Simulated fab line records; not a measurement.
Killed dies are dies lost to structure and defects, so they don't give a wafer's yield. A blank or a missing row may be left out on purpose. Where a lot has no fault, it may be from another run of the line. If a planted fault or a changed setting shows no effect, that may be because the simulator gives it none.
fab line records -- flow sky130
record lots=14, wafers=42, last-day=51
route steps=708 shown METAL1@438 VIA1@481 METAL2@486
lots with no fault: from the same line, run without faults
start-h: start of the lot's first displayed wafer, in hours after the record's first day -- wait-h: hours elapsed since this lot's preceding step -- " repeats the value in the row above -- L1.1+2: a single row standing in for several wafers -- - value missing, or start not given -- * or withheld: withheld -- < > ~ a bound
route shown NAME@n: names a module that has steps shown in the file, with the first one's number in the route -- usual: the fault-free wafers' mean and standard deviation -- same: alike in all rows -- chamber/n: place in a boat -- sites: readings site by site -- _std_site: the standard deviation of these -- _edge_site: mean of outer sites minus mean of inner sites -- radius-mm: for every site, how far away it sits from the centre of the wafer -- mask NAME#n: copy n -- behind: tool/chamber where the wafer was last shaped -- hold: cause of the lot's hold/its duration in hours/its outcome -- device: which transistor (n, p or np) failed to switch -- end of line: the route-end tests of the same wafers -- a step with no rows: only its recipe -- killed: dies that structure and defects cost at the first sort, which is not the same as the wafer's yield -- map: dies across one wafer; x = killed, . = not, _ = none there
set.NAME: the setting that was run; set.NAME@STEP: the one run at that earlier step -- model.NAME: the simulator's own value behind a step, which no gauge read
the route's steps for a sample of lots (tables are steps, rows are wafers)
services: a tool's chamber out of use, with start hour (start-h, from the record's first day; less than 0 if before it), hours out, and reason
## steps
# step SKY_METAL1_SPUTTER_04
# recipe material=TiN, target-thk-nm=70, power-w=6500, time-s=58.3, chamber-pressure-pa=0.4
# usual cathode-dc-power-W=6500.2/1.1, throttle-valve-pct=29.8/1.1
lot.wafer,tool,chamber,start-h,wait-h,cathode-dc-power-W,throttle-valve-pct
L347.1,pvd-sputter-02,-,741.70,0.0,6499.6,29.4
L347.2,pvd-sputter-02,-,741.70,0.0,6499.9,31.8
L347.3,pvd-sputter-02,-,741.70,0.0,6501.5,30.2
L348.3,pvd-sputter-03,-,753.42,0.0,6501.6,28.5
L348.5,pvd-sputter-03,-,753.42,0.0,6499.1,31.5
L348.6,pvd-sputter-03,-,753.42,0.0,6500.1,30.1
L349.2,pvd-sputter-02,-,757.43,0.0,6501.6,27.4
L349.4,pvd-sputter-02,-,757.43,0.0,6498.3,30.2
L349.5,pvd-sputter-02,-,757.43,0.0,6499.4,29.3
L350.1,pvd-sputter-03,-,773.37,0.0,6502.8,30.2
L350.2,pvd-sputter-03,-,773.37,0.0,6499.8,28.7
L350.5,pvd-sputter-03,-,773.37,0.0,6499.5,31.4
L352.1,pvd-sputter-02,-,792.92,0.0,6499.5,27.4
L352.2,pvd-sputter-02,-,792.92,0.0,6498.9,29.4
L352.5,pvd-sputter-02,-,792.92,0.0,6499.7,29.2
L353.1,pvd-sputter-03,-,793.10,0.0,6499.3,30.0
L353.2,pvd-sputter-03,-,793.10,0.0,6500.1,28.8
L353.3,pvd-sputter-03,-,793.10,0.0,6499.8,30.1
L351.1,pvd-sputter-02,-,794.14,0.0,6500.0,31.6
L351.4,pvd-sputter-02,-,794.14,0.0,6500.0,29.3
L351.6,pvd-sputter-02,-,794.14,0.0,6499.0,29.0
L354.1,pvd-sputter-02,-,796.45,0.0,6499.2,31.6
L354.3,pvd-sputter-02,-,796.45,0.0,6498.4,30.1
L354.4,pvd-sputter-02,-,796.45,0.0,6501.2,28.9
L360.4,pvd-sputter-01,-,845.87,0.0,6500.6,29.8
L360.5,pvd-sputter-01,-,845.87,0.0,6498.9,29.6
L360.6,pvd-sputter-01,-,845.87,0.0,6501.5,30.2
L362.1,pvd-sputter-02,-,860.39,0.0,6500.5,27.3
L362.5,pvd-sputter-02,-,860.39,0.0,6500.1,27.5
L362.6,pvd-sputter-02,-,860.39,0.0,6499.0,29.5
L363.2,pvd-sputter-03,-,868.11,0.0,6498.8,30.2
L363.3,pvd-sputter-03,-,868.11,0.0,6501.6,31.6
L363.4,pvd-sputter-03,-,868.11,0.0,6501.9,30.0
L366.1,pvd-sputter-02,-,889.64,0.0,6499.2,31.5
L366.5,pvd-sputter-02,-,889.64,0.0,6500.5,29.8
L366.6,pvd-sputter-02,-,889.64,0.0,6501.7,31.5
L369.1,pvd-sputter-01,-,906.89,0.0,6499.3,29.6
L369.3,pvd-sputter-01,-,906.89,0.0,6500.2,29.5
L369.4,pvd-sputter-01,-,906.89,0.0,6501.5,29.7
L370.1,pvd-sputter-02,-,927.02,0.0,6499.8,29.0
L370.5,pvd-sputter-02,-,927.02,0.0,6502.2,29.0
L370.6,pvd-sputter-02,-,927.02,0.0,6498.7,27.2
# step SKY_VIA1_THK_MEAS_23
# recipe thk-meas-gauge=xrf, reads=W_of_VIA1_CVD_21
# usual VIA1_W_THK=267/4.5
lot.wafer,tool,chamber,start-h,wait-h,VIA1_W_THK[nm]
L347.1,film-metro-01,-,800.50,0.1,269
L347.2,film-metro-01,-,800.50,0.1,268
L347.3,film-metro-01,-,800.50,0.1,266
L348.3,film-metro-01,-,810.22,0.1,258
L348.5,film-metro-01,-,810.22,0.1,275
L348.6,film-metro-01,-,810.22,0.1,262
L349.2,film-metro-01,-,814.66,0.1,269
L349.4,film-metro-01,-,814.66,0.1,266
L349.5,film-metro-01,-,814.66,0.1,264
L350.1,film-metro-01,-,829.55,0.1,273
L350.2,film-metro-01,-,829.55,0.1,264
L350.5,film-metro-01,-,829.55,0.1,276
L352.1,film-metro-04,-,849.72,0.1,267
L352.2,film-metro-04,-,849.72,0.1,267
L352.5,film-metro-04,-,849.72,0.1,267
L353.1,film-metro-01,-,849.95,0.1,272
L353.2,film-metro-01,-,849.95,0.1,264
L353.3,film-metro-01,-,849.95,0.1,263
L351.1,film-metro-04,-,850.30,0.1,263
L351.4,film-metro-04,-,850.30,0.1,268
L351.6,film-metro-04,-,850.30,0.1,266
L354.1,film-metro-04,-,852.72,0.1,264
L354.3,film-metro-04,-,852.72,0.1,263
L354.4,film-metro-04,-,852.72,0.1,277
L360.4,film-metro-03,-,900.77,0.1,262
L360.5,film-metro-03,-,900.77,0.1,262
L360.6,film-metro-03,-,900.77,0.1,264
L362.1,film-metro-01,-,915.87,0.1,268
L362.5,film-metro-01,-,915.87,0.1,266
L362.6,film-metro-01,-,915.87,0.1,271
L363.2,film-metro-01,-,922.05,0.1,273
L363.3,film-metro-01,-,922.05,0.1,280
L363.4,film-metro-01,-,922.05,0.1,264
L366.1,film-metro-03,-,943.11,0.1,273
L366.5,film-metro-03,-,943.11,0.1,274
L366.6,film-metro-03,-,943.11,0.1,268
L369.1,film-metro-03,-,959.46,0.1,267
L369.3,film-metro-03,-,959.46,0.1,264
L369.4,film-metro-03,-,959.46,0.1,262
L370.1,film-metro-03,-,978.35,0.1,265
L370.5,film-metro-03,-,978.35,0.1,269
L370.6,film-metro-03,-,978.35,0.1,266
# step SKY_VIA1_CMP_24
# recipe stop-on=SiO2, t-overpolish-s=15, down-force-psi=3.5, platen-rpm=60, target-thk-nm=0, pad-velocity-m-s=0.94248
# usual motor-current-A=10.5/1.1, overpolish-run-s=15.000/0.0097, time-to-endpoint-s=66/3.5
# same t-overpolish-s=15
lot.wafer,tool,chamber,start-h,wait-h,motor-current-A,overpolish-run-s,time-to-endpoint-s
L347.1,cmp-01,2,800.56,0.1,9.7,15.000,65
L347.2,cmp-01,3,800.56,0.1,9.3,14.993,69
L347.3,cmp-01,1,800.56,0.1,9.5,15.000,65
L348.3,cmp-02,0,810.31,0.1,10.9,15.022,63
L348.6,cmp-02,3,810.31,0.1,11.5,14.981,64
L348.5,cmp-02,0,810.31,0.1,10.8,14.988,67
L349.4,cmp-02,3,814.71,0.0,11.2,14.993,62
L349.2,cmp-02,2,814.71,0.0,11.9,14.995,58
L349.5,cmp-02,3,814.71,0.0,11.3,14.996,60
L350.1,cmp-01,1,829.66,0.1,9.2,14.992,68
L350.2,cmp-01,2,829.66,0.1,9.9,15.006,68
L350.5,cmp-01,0,829.66,0.1,11.7,14.991,73
L352.1,cmp-01,1,849.88,0.1,9.2,14.993,64
L352.2,cmp-01,2,849.88,0.1,9.7,15.002,62
L352.5,cmp-01,0,849.88,0.1,11.1,15.007,66
L353.3,cmp-02,0,850.01,0.0,10.6,15.016,64
L353.2,cmp-02,2,850.01,0.0,12.0,14.997,57
L353.1,cmp-02,3,850.01,0.0,11.3,14.989,62
L351.1,cmp-01,1,850.36,0.1,9.1,15.004,65
L351.4,cmp-01,3,850.36,0.1,8.6,14.995,65
L351.6,cmp-01,2,850.36,0.1,9.9,15.007,65
L354.1,cmp-02,1,852.78,0.1,11.3,14.992,66
L354.4,cmp-02,2,852.78,0.1,12.1,15.006,61
L354.3,cmp-02,3,852.78,0.1,10.6,15.018,62
L360.4,cmp-01,2,901.04,0.3,9.5,14.998,67
L360.5,cmp-01,3,901.04,0.3,9.1,14.987,66
L360.6,cmp-01,0,901.04,0.3,11.7,14.996,66
L362.1,cmp-02,3,916.03,0.1,11.9,15.011,66
L362.5,cmp-02,1,916.03,0.1,10.2,14.985,66
L362.6,cmp-02,2,916.03,0.1,12.6,0.048,104
L363.2,cmp-02,1,922.10,0.0,10.8,14.989,67
L363.4,cmp-02,2,922.10,0.0,12.2,0.044,102
L363.3,cmp-02,0,922.10,0.0,10.9,0.043,107
L366.1,cmp-01,0,943.17,0.1,11.1,14.985,69
L366.5,cmp-01,0,943.17,0.1,11.1,14.983,72
L366.6,cmp-01,1,943.17,0.1,9.8,14.997,66
L369.4,cmp-01,0,959.52,0.0,11.4,15.003,69
L369.1,cmp-01,1,959.52,0.0,9.3,15.002,71
L369.3,cmp-01,3,959.52,0.0,8.6,15.015,70
L370.1,cmp-01,3,978.50,0.1,8.9,14.986,68
L370.6,cmp-01,3,978.50,0.1,8.5,14.996,67
L370.5,cmp-01,0,978.50,0.1,11.3,14.986,68
# step SKY_METAL2_SPUTTER_03
# recipe material=Ti, target-thk-nm=5, power-w=3000, time-s=3.3, chamber-pressure-pa=0.4
# usual cathode-dc-power-W=3000.0/0.55, throttle-valve-pct=29.9/1.2
lot.wafer,tool,chamber,start-h,wait-h,cathode-dc-power-W,throttle-valve-pct
L347.1,pvd-sputter-02,-,800.93,0.0,2999.3,29.2
L347.2,pvd-sputter-02,-,800.93,0.0,2999.5,30.1
L347.3,pvd-sputter-02,-,800.93,0.0,2999.4,31.4
L348.3,pvd-sputter-02,-,810.63,0.0,2999.0,29.3
L348.5,pvd-sputter-02,-,810.63,0.0,3000.1,31.5
L348.6,pvd-sputter-02,-,810.63,0.0,2999.6,30.0
L349.2,pvd-sputter-02,-,815.08,0.0,3000.7,30.0
L349.4,pvd-sputter-02,-,815.08,0.0,3000.0,29.2
L349.5,pvd-sputter-02,-,815.08,0.0,3000.1,30.1
L350.1,pvd-sputter-02,-,829.99,0.0,2999.8,27.4
L350.2,pvd-sputter-02,-,829.99,0.0,2999.9,30.2
L350.5,pvd-sputter-02,-,829.99,0.0,3000.0,27.4
L352.1,pvd-sputter-03,-,850.15,0.0,3000.8,31.5
L352.2,pvd-sputter-03,-,850.15,0.0,3001.0,29.9
L352.5,pvd-sputter-03,-,850.15,0.0,2999.2,28.8
L353.1,pvd-sputter-02,-,850.38,0.0,2999.9,27.6
L353.2,pvd-sputter-02,-,850.38,0.0,3000.2,31.7
L353.3,pvd-sputter-02,-,850.38,0.0,2999.4,30.0
L351.1,pvd-sputter-03,-,850.73,0.0,3000.7,29.9
L351.4,pvd-sputter-03,-,850.73,0.0,3000.4,28.8
L351.6,pvd-sputter-03,-,850.73,0.0,2999.3,30.2
L354.1,pvd-sputter-03,-,853.15,0.0,3000.1,30.1
L354.3,pvd-sputter-03,-,853.15,0.0,3000.3,29.7
L354.4,pvd-sputter-03,-,853.15,0.0,3000.4,28.9
L360.4,pvd-sputter-03,-,901.26,0.0,2999.6,30.0
L360.5,pvd-sputter-03,-,901.26,0.0,3001.3,30.0
L360.6,pvd-sputter-03,-,901.26,0.0,2999.9,28.7
L362.1,pvd-sputter-04,-,916.30,0.0,3000.2,30.7
L362.5,pvd-sputter-04,-,916.30,0.0,2999.6,30.5
L363.2,pvd-sputter-03,-,922.48,0.0,2999.6,28.6
L366.1,pvd-sputter-02,-,943.55,0.0,2999.1,27.4
L366.5,pvd-sputter-02,-,943.55,0.0,2999.9,27.6
L366.6,pvd-sputter-02,-,943.55,0.0,3000.6,29.5
L369.1,pvd-sputter-02,-,959.89,0.0,2999.9,31.2
L369.3,pvd-sputter-02,-,959.89,0.0,3000.0,29.9
L369.4,pvd-sputter-02,-,959.89,0.0,2999.8,29.1
L370.1,pvd-sputter-03,-,978.88,0.0,2999.9,31.4
L370.5,pvd-sputter-03,-,978.88,0.0,3000.5,30.2
L370.6,pvd-sputter-03,-,978.88,0.0,3000.0,31.4
## services
tool,chamber,start-h,hours,kind
cmp-01,-,718.55,5.0,pm
cmp-02,-,744.14,4.0,pm
cmp-02,-,748.14,-,consumable-replace:conditioner
cmp-02,-,748.14,-,consumable-replace:pad
pvd-sputter-03,-,753.50,4.7,repair
pvd-sputter-02,-,759.96,1.9,repair
pvd-sputter-02,-,771.96,11.7,repair
cmp-01,-,813.30,3.9,pm
cmp-01,-,817.84,1.2,repair
cmp-02,-,829.48,1.1,repair
cmp-01,-,888.20,1.5,repair
cmp-01,-,912.00,4.0,pm
cmp-01,-,916.00,-,consumable-replace:conditioner
cmp-01,-,916.00,-,consumable-replace:pad
cmp-01,-,925.65,1.7,repair
pvd-sputter-04,-,927.69,6.7,repair
cmp-02,-,942.63,1.1,repair
pvd-sputter-04,-,950.27,2.5,repair
cmp-02,-,951.66,0.9,repair
pvd-sputter-04,-,960.25,0.5,repair
cmp-01,-,961.96,13.2,repair
cmp-02,-,967.70,1.1,repair
cmp-01,-,972.55,0.5,repair
cmp-02,-,973.28,2.8,repair
## key
first-sign step=SKY_VIA1_CMP_24, reading=overpolish-run-s, direction=down, sigmas=99+, usual=15.000, struck=0.045
effect step=SKY_VIA1_CMP_24, reading=time-to-endpoint-s, direction=up, sigmas=11, usual=*, struck=*
met-at SKY_VIA1_CMP_24
struck-lots L362,L363
struck-wafers L362.6,L363.3,L363.4
later-rows-left-out L362.6,L363.3,L363.4
sort-left-out L362.6,L363.3,L363.4
not-acting-at SKY_METAL1_SPUTTER_04,SKY_VIA1_THK_MEAS_23,SKY_METAL2_SPUTTER_03
onset-between 852.78 916.03
fault kind=process-parameter-drift, tool=cmp-02, chamber=-, onset-h=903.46, steps=SKY_VIA1_CMP_24, channel=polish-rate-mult, offset=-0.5, shape=step, end-h=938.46, scope=struck-wafers-only
# sort-left-out: the simulated sort isn't trusted on such a fault, so these wafers' sort isn't shown, and their yield isn't known
# later-rows-left-out: the simulator's readings of these wafers behind a module that went badly wrong aren't trusted and aren't shown, but for the sort
